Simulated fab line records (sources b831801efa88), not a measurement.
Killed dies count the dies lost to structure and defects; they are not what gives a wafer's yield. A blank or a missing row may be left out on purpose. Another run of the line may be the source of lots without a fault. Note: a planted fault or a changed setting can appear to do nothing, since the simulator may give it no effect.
The same fault as seen by 2 desks + flow sfq-line + every desk sees just its own numbers, and what lay behind them comes last

## THE TOOL OWNER'S DESK: litho-track-04
The tool's own readings at SFQ_TRILAYER_L0_LITHO_COAT_010 (resist thk 62 nm): means of the sampled wafers that have a number, for each lot that ran on this tool. The brackets show how far a lot's mean lies from the usual mean; more than 4 standard deviations puts the lot out of limits, marked OUT.
Columns: A = spin-speed-rpm at SFQ_TRILAYER_L0_LITHO_COAT_010, usual 2999.6 rpm
| lot  | first seen here | A                |
|------|-----------------|------------------|
| L249 | day 2 18:44     | 2841.2 (-83) OUT |
| L250 | day 2 23:44     | 2841.6 (-83) OUT |
| L262 | day 5 11:44     | 3000.8           |
This desk finds L249, L250 out of limits, L249 being first, at day 2 18:44 (spin-speed-rpm at SFQ_TRILAYER_L0_LITHO_COAT_010). L262: within limits.

## AT THE METROLOGY DESK
Lot by lot, what the gauges showed, no matter which tool ran the lot: averages of those sampled wafers that carry a number. The brackets show how far a lot's mean lies from the usual mean; more than 4 standard deviations puts the lot out of limits, marked OUT.
Columns: A = INCOMING_BOW at SFQ_INCOMING_BOW_MEAS_900, usual -1 um; B = L0_MONX_KI_RS at SFQ_L0_RS_MEAS_901, usual 43.3 ohm/sq; C = L0_MONX_KI_THK at SFQ_L0_THK_MEAS_902, usual 40.4 nm
| lot  | first seen here | A  | B    | C    |
|------|-----------------|----|------|------|
| L246 | day 2 01:01     | -2 | 43.0 | 40.9 |
| L248 | day 2 11:00     | 1  | 44.2 | 39.6 |
| L249 | day 2 16:00     | -3 | 43.6 | 40.1 |
| L250 | day 2 21:00     | -5 | 43.3 | 40.6 |
| L261 | day 5 04:00     | -2 | 43.3 | 40.4 |
| L262 | day 5 09:00     | -3 | 43.5 | 40.5 |
Result from this desk: across the 6 lots, nothing is out of limits.

## PUT TOGETHER
The tool owner's desk could have raised an alarm at day 2 18:44, on L249, L250.
Metrology desk: nothing out of limits seen.
The metrology desk holds a record of L249, L250, inside its limits.
Every lot named ran SFQ_TRILAYER_L0_LITHO_COAT_010 on litho-track-04.

## WHAT THE SIMULATOR HAD PUT IN
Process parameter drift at SFQ_TRILAYER_L0_LITHO_COAT_010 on litho-track-04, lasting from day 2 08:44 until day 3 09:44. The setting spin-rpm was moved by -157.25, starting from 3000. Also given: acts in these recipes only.
Lots struck among those shown: L249, L250.
How many hours passed from the start of the fault until each desk's first out-of-limits reading: the tool owner's desk, 10.
